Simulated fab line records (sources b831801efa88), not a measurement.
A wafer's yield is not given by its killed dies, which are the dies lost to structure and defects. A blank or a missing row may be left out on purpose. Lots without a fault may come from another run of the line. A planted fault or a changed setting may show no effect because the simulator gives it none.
What tool caused it? -- flow gf180mcu -- Sampling: 24 lots, 72 wafers, 6 of 602 route steps

## WHAT THE GAUGES READ, wafer by wafer
GF_V4_OVL_MEAS_15. Usual: for V4_OVL the level is 0 nm and the standard deviation is 4.8.
lot,measured,on,V4_OVL (nm),flag
L074,day 24 09:00,overlay-02,5 1 -3,
L075,day 24 16:53,overlay-01,0 -2 6,
L076,day 25 04:06,overlay-02,-6 2 -6,
L077,day 25 06:36,overlay-02,9 6 8,
L078,day 25 22:49,overlay-01,-8 4 -5,
L079,day 26 04:15,overlay-02,-1 -13 -2,
L080,day 26 12:54,overlay-01,4 4 2,
L081,day 26 16:47,overlay-02,8 -1 -1,
L082,day 27 02:20,overlay-01,-5 7 -9,
L083,day 27 11:24,overlay-01,-1 0 -4,
L084,day 27 19:40,overlay-02,-2 1 -2,
L085,day 28 03:53,overlay-01,-4 -2 -5,
L086,day 28 12:07,overlay-01,3 -2 0,
L087,day 28 17:31,overlay-02,-6 -7 -7,
L088,day 28 22:49,overlay-01,7 8 7,
L089,day 29 08:21,overlay-02,-2 3 2,
L090,day 29 14:29,overlay-01,-5 0 0,
L091,day 29 17:18,overlay-02,-6 -9 -10,
L092,day 30 00:01,overlay-02,8 -2 6,
L093,day 30 05:25,overlay-02,3 4 4,
L094,day 30 13:27,overlay-02,-2 -3 0,
L095,day 30 17:54,overlay-02,2 -3 -2,
L096,day 31 01:23,overlay-01,3 -1 9,
L097,day 31 05:17,overlay-02,4 6 5,

GF_V5_BOW_MEAS_05. Usual: for V5_BOW the level is 134 um and the standard deviation is 9.1.
lot,measured,on,V5_BOW (um),flag
L074,day 26 06:56,film-metro-02,146 138 136,
L075,day 26 15:19,film-metro-02,127 144 141,
L076,day 27 01:06,film-metro-03,132 131 111,
L077,day 27 03:13,film-metro-02,126 133 114,
L078,day 27 19:38,film-metro-03,129 137 134,
L079,day 28 00:20,film-metro-03,111 110 123,
L080,day 28 08:09,film-metro-02,136 127 124,
L081,day 28 11:29,film-metro-04,139 133 143,
L082,day 28 21:23,film-metro-02,137 141 146,
L083,day 29 05:05,film-metro-04,139 143 149,
L084,day 29 13:41,film-metro-03,130 140 145,
L085,day 29 21:50,film-metro-03,132 128 130,
L086,day 30 04:52,film-metro-02,142 153 144,
L087,day 30 11:08,film-metro-04,148 137 134,
L088,day 30 16:28,film-metro-02,124 145 129,
L089,day 31 01:05,film-metro-04,138 129 130,
L090,day 31 06:43,film-metro-03,138 137 138,
L091,day 31 09:56,film-metro-02,131 131 130,
L092,day 31 16:42,film-metro-02,124 126 116,
L093,day 31 20:23,film-metro-02,118 134 121,
L094,day 32 04:00,film-metro-04,149 151 143,
L095,day 32 07:30,film-metro-04,137 128 126,
L096,day 32 15:05,film-metro-03,133 145 141,
L097,day 32 19:12,film-metro-02,151 142 133,

GF_V5_THK_MEAS_25: measures by xrf. Usual: for V5_W_THK the level is 347 nm and the standard deviation is 5.3.
lot,measured,on,V5_W_THK (nm),flag
L074,day 27 04:12,film-metro-02,344 346 350,
L075,day 27 12:46,film-metro-02,345 353 340,
L076,day 27 22:48,film-metro-04,339 340 333,
L077,day 27 23:57,film-metro-04,346 341 347,
L078,day 28 16:01,film-metro-04,340 343 343,
L079,day 28 20:41,film-metro-04,347 346 346,
L080,day 29 04:07,film-metro-03,346 343 343,
L081,day 29 07:41,film-metro-04,339 345 341,
L082,day 29 17:55,film-metro-04,341 343 345,
L083,day 30 00:52,film-metro-04,349 349 350,
L084,day 30 09:30,film-metro-03,351 356 342,
L085,day 30 17:21,film-metro-04,343 345 339,
L086,day 31 00:06,film-metro-02,355 358 354,
L087,day 31 05:49,film-metro-02,345 355 347,
L088,day 31 10:58,film-metro-04,346 347 348,
L089,day 31 19:17,film-metro-02,355 349 355,
L090,day 32 01:15,film-metro-04,349 352 354,
L091,day 32 04:34,film-metro-04,344 348 349,
L092,day 32 10:50,film-metro-03,342 347 343,
L093,day 32 13:58,film-metro-04,354 357 358,
L094,day 32 21:39,film-metro-04,352 349 351,
L095,day 33 00:25,film-metro-04,342 341 350,
L096,day 33 07:37,film-metro-04,347 354 348,
L097,day 33 12:14,film-metro-04,348 339 346,

GF_PASSIVATION_THK_MEAS_01. Usual: for PASSIVATION_CVD_00_THK the level is 1001 nm and the standard deviation is 12.
lot,measured,on,PASSIVATION_CVD_00_THK (nm),flag
L074,day 28 02:00,film-metro-01,981 994 1005,
L075,day 28 09:29,film-metro-01,993 1030 1014,
L076,day 28 20:04,film-metro-02,991 1000 1003,
L077,day 28 21:08,film-metro-02,1007 1008 1022,
L078,day 29 12:39,film-metro-02,985 984 1009,
L079,day 29 17:24,film-metro-01,981 994 990,
L080,day 30 00:38,film-metro-01,1002 1008 1012,
L081,day 30 04:05,film-metro-03,1000 992 1020,
L082,day 30 13:59,film-metro-01,978 1007 992,
L083,day 30 21:41,film-metro-01,996 1006 1013,
L084,day 31 04:52,film-metro-03,986 1001 1019,
L085,day 31 12:33,film-metro-03,988 985 1012,
L086,day 31 18:50,film-metro-03,996 1000 1012,
L087,day 32 01:20,film-metro-02,984 996 997,
L088,day 32 05:37,film-metro-01,989 1000 990,
L089,day 32 12:49,film-metro-01,986 991 1003,
L090,day 32 19:16,film-metro-02,997 1001 1010,
L091,day 32 22:53,film-metro-03,1009 1011 1018,
L092,day 33 04:16,film-metro-03,978 985 975,
L093,day 33 07:05,film-metro-02,980 996 1001,
L094,day 33 15:01,film-metro-03,985 992 1005,
L095,day 33 17:38,film-metro-02,1011 991 1010,
L096,day 34 00:25,film-metro-02,1006 998 1018,
L097,day 34 05:26,film-metro-03,1006 1016 1008,

## WHICH TOOL RAN EACH LOT (tool, then ch and the chambers of the sampled wafers, then the start)
lot,GF_M2_SPUTTER_03,GF_V3_CVD_02
L074,"pvd-sputter-02, day 18 03:32","pecvd-03 ch 0,1, day 21 08:33"
L075,"pvd-sputter-02, day 18 13:55","pecvd-04 ch 0,2, day 21 17:13"
L076,"pvd-sputter-02, day 19 00:37","pecvd-04 ch 1,2, day 22 05:28"
L077,"pvd-sputter-02, day 19 03:40","pecvd-01 ch 0,2, day 22 07:43"
L078,"pvd-sputter-02, day 19 20:28","pecvd-04 ch 0,2, day 23 00:52"
L079,"pvd-sputter-04, day 20 04:11","pecvd-04 ch 0,2, day 23 07:36"
L080,"pvd-sputter-02, day 20 14:20","pecvd-04 ch 0,1,2, day 23 16:52"
L081,"pvd-sputter-04, day 20 19:10","pecvd-01 ch 0,1,2, day 23 20:53"
L082,"pvd-sputter-02, day 21 06:04","pecvd-01 ch 0,1,2, day 24 07:59"
L083,"pvd-sputter-03, day 21 16:58","pecvd-03 ch 0,1,2, day 24 16:59"
L084,"pvd-sputter-04, day 22 01:47","pecvd-01 ch 0,1,2, day 25 01:50"
L085,"pvd-sputter-03, day 22 12:15","pecvd-04 ch 0,1,2, day 25 12:04"
L086,"pvd-sputter-03, day 22 21:48","pecvd-04 ch 1,2, day 25 20:19"
L087,"pvd-sputter-03, day 23 03:40","pecvd-03 ch 0,1,2, day 26 02:23"
L088,"pvd-sputter-03, day 23 10:26","pecvd-04 ch 0,1, day 26 07:05"
L089,"pvd-sputter-03, day 23 22:20","pecvd-01 ch 0,1, day 26 17:44"
L090,"pvd-sputter-02, day 24 03:59","pecvd-03 ch 0,1, day 26 23:55"
L091,"pvd-sputter-03, day 24 07:05","pecvd-04 ch 0,1,2, day 27 03:10"
L092,"pvd-sputter-04, day 24 16:42","pecvd-04 ch 0,1,2, day 27 09:37"
L093,"pvd-sputter-04, day 25 00:03","pecvd-04 ch 0,1,2, day 27 18:10"
L094,"pvd-sputter-04, day 25 07:59","pecvd-04 ch 0,2, day 28 01:04"
L095,"pvd-sputter-02, day 25 13:40","pecvd-04 ch 1,2, day 28 05:39"
L096,"pvd-sputter-03, day 25 22:07","pecvd-01 ch 0,1,2, day 28 14:43"
L097,"pvd-sputter-03, day 26 02:42","pecvd-04 ch 0,1,2, day 28 17:52"
- GF_M2_SPUTTER_03: material Ti, target thk 10 nm, time 6.7 s.
- GF_V3_CVD_02: deposits SiO2 from TEOS, target thk 850 nm, time 94.851 s.

## WHAT THE TOOLS THEMSELVES READ (means of the sampled wafers that have a number; where no wafer has one, the mark that the record gives instead)
GF_M2_SPUTTER_03. Usual: substrate-temp-c 299.99 C, standard deviation 0.2; throttle-valve-pct 29.8 %, standard deviation 1.1.
lot,tool,substrate-temp-c (C),throttle-valve-pct (%),flag
L074,pvd-sputter-02,300.22,30.1,
L075,pvd-sputter-02,299.90,30.3,
L076,pvd-sputter-02,300.02,30.0,
L077,pvd-sputter-02,299.87,29.9,
L078,pvd-sputter-02,300.02,30.2,
L079,pvd-sputter-04,300.01,29.2,
L080,pvd-sputter-02,299.92,30.4,
L081,pvd-sputter-04,300.05,30.3,
L082,pvd-sputter-02,300.24,29.9,
L083,pvd-sputter-03,300.15,28.4,
L084,pvd-sputter-04,300.01,27.9,
L085,pvd-sputter-03,299.86,29.5,
L086,pvd-sputter-03,300.18,28.7,
L087,pvd-sputter-03,300.06,28.8,
L088,pvd-sputter-03,299.93,29.2,
L089,pvd-sputter-03,300.06,29.8,
L090,pvd-sputter-02,300.06,30.3,
L091,pvd-sputter-03,300.19,29.9,
L092,pvd-sputter-04,299.75,30.2,
L093,pvd-sputter-04,299.84,30.5,
L094,pvd-sputter-04,299.96,29.1,
L095,pvd-sputter-02,300.04,30.1,
L096,pvd-sputter-03,299.90,30.3,
L097,pvd-sputter-03,299.97,29.1,

GF_V3_CVD_02. Usual: 650 W for heater-power-w, sd 100.
lot,tool,heater-power-w (W),flag
L074,pecvd-03,722,
L075,pecvd-04,770,
L076,pecvd-04,651,
L077,pecvd-01,682,
L078,pecvd-04,684,
L079,pecvd-04,720,
L080,pecvd-04,616,
L081,pecvd-01,657,
L082,pecvd-01,620,
L083,pecvd-03,699,
L084,pecvd-01,701,
L085,pecvd-04,623,
L086,pecvd-04,620,
L087,pecvd-03,677,
L088,pecvd-04,669,
L089,pecvd-01,675,
L090,pecvd-03,693,
L091,pecvd-04,652,
L092,pecvd-04,704,
L093,pecvd-04,595,
L094,pecvd-04,736,
L095,pecvd-04,595,
L096,pecvd-01,612,
L097,pecvd-04,675,

## THE ANSWER, worked out from the rows above alone
Rule: a lot counts as off when the mean over its wafers that have a number is more than 3 standard deviations away from the usual mean. Also off: a lot with no number at a reading for which 4 or more lots have one. Where the step has rows for the other lots, those lots are counted as sound. Order of review: gauges by route order, followed by the tools' own readings, for which a lot's mean as printed above is used. At the first step where some lot is off, the reading lying furthest off is the one used; lots without a number count as furthest.
No lot is off on any of the readings shown, so nothing can be concluded from this.

## WHAT THE SIMULATOR HAD INSERTED
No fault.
